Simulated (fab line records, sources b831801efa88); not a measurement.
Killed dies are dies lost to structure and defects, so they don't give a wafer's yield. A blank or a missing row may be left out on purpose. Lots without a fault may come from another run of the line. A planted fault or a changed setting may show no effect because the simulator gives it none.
Tool commonality check | flow gf180mcu | 14 lots, 48 wafers sampled

WHY IT WAS OPENED
At GF_STI_THK_MEAS_04 the reading STI_CVD_03_THK is flagged on 2 of 14 lots. Wafers without a fault read 208.0 nm, standard deviation 1.8.
Rule: a lot is flagged when every wafer of it that has a number lies more than 4 standard deviations from that mean, or none has a number. The other lots count as sound.

lot  | measured    | on            | STI_CVD_03_THK (nm), wafer by wafer | flag
L830 | day 1 15:20 | film_metro-04 | 207.0 204.6 207.0                   |
L832 | day 2 01:14 | film_metro-02 | 209.4 211.4 208.9                   |
L833 | day 2 04:49 | film_metro-03 | 207.4 208.2 208.7                   |
L835 | day 2 15:19 | film_metro-04 | 211.3 209.4 210.6                   |
L837 | day 3 00:34 | film_metro-04 | 207.0 205.6 208.2                   |
L838 | day 3 05:34 | film_metro-04 | 209.4 208.1 208.2                   |
L839 | day 3 11:41 | film_metro-04 | 209.7 211.6 210.5                   |
L840 | day 3 16:07 | film_metro-04 | 206.8 207.2 207.8                   |
L841 | day 3 20:46 | film_metro-02 | 207.8 209.4 209.9                   |
L843 | day 4 07:30 | film_metro-02 | 207.7 209.9 206.2                   |
L846 | day 4 21:34 | film_metro-04 | 119.5 120.3 119.4 119.5 120.4 119.4 | FLAGGED
L847 | day 5 03:02 | film_metro-03 | 208.7 208.1 208.8                   |
L848 | day 5 08:32 | film_metro-02 | 125.6 123.7 123.7 125.7 123.7 123.6 | FLAGGED
L853 | day 6 08:34 | film_metro-02 | 207.3 207.0 205.6                   |
The numbers of the flagged lots are 122.0 nm on average: -86.0 nm against the usual, or -48 standard deviations.

WHICH TOOL RAN EACH LOT
The record holds 1 process step before the reading, out of a route of 602 steps. In each cell: the tool, then ch and the chambers that the sampled wafers went through, then the start.
lot  | flag    | GF_STI_CVD_03
L830 |         | lpcvd-02 ch 1, day 1 13:22
L832 |         | lpcvd-01 ch 0, day 1 23:15
L833 |         | lpcvd-01 ch 1, day 2 02:49
L835 |         | lpcvd-01 ch 0, day 2 13:19
L837 |         | lpcvd-02 ch 0, day 2 22:34
L838 |         | lpcvd-02 ch 0, day 3 03:34
L839 |         | lpcvd-01 ch 1, day 3 09:41
L840 |         | lpcvd-01 ch 1, day 3 14:08
L841 |         | lpcvd-01 ch 0, day 3 18:47
L843 |         | lpcvd-02 ch 1, day 4 05:30
L846 | FLAGGED | lpcvd-02 ch 0, day 4 19:34
L847 |         | lpcvd-01 ch 0, day 5 01:02
L848 | FLAGGED | lpcvd-02 ch 1, day 5 06:34
L853 |         | lpcvd-01 ch 1, day 6 06:34
What these steps do:
- GF_STI_CVD_03: deposits Si3N4 from DCS/NH3, target thk 207.16 nm, time 3551 s.
- GF_STI_THK_MEAS_04

FLAGGED OVER TOTAL, TOOL BY TOOL (the gauges that took the reading come last)
step               | tool          | lots run | flagged | share of the flagged lots | sound lots run after its first flagged lot
GF_STI_CVD_03      | lpcvd-01      | 8        | 0       | none                      | -
GF_STI_CVD_03      | lpcvd-02      | 6        | 2       | all                       | 0
GF_STI_THK_MEAS_04 | film_metro-02 | 5        | 1       | some                      | 1 (L853)
GF_STI_THK_MEAS_04 | film_metro-03 | 2        | 0       | none                      | -
GF_STI_THK_MEAS_04 | film_metro-04 | 7        | 1       | some                      | 0

WHAT THE TABLE ALLOWS
1 row of the table ran every flagged lot: lpcvd-02 at GF_STI_CVD_03.
- lpcvd-02 at GF_STI_CVD_03: 2 of its 6 lots flagged. Its last sound lot is L843 (day 4 05:30), its first flagged lot L846 (day 4 19:34): a fault that began between those two fits.
One tool is left: lpcvd-02 at GF_STI_CVD_03.

WHAT THE SIMULATOR HAD PUT IN
Process parameter drift: lpcvd-02, from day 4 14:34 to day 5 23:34, at GF_STI_CVD_03. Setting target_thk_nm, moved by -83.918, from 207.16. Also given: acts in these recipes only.
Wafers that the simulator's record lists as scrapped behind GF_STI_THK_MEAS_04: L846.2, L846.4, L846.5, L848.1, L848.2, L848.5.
Lots struck among those shown: L846, L848. The rule above found the same.
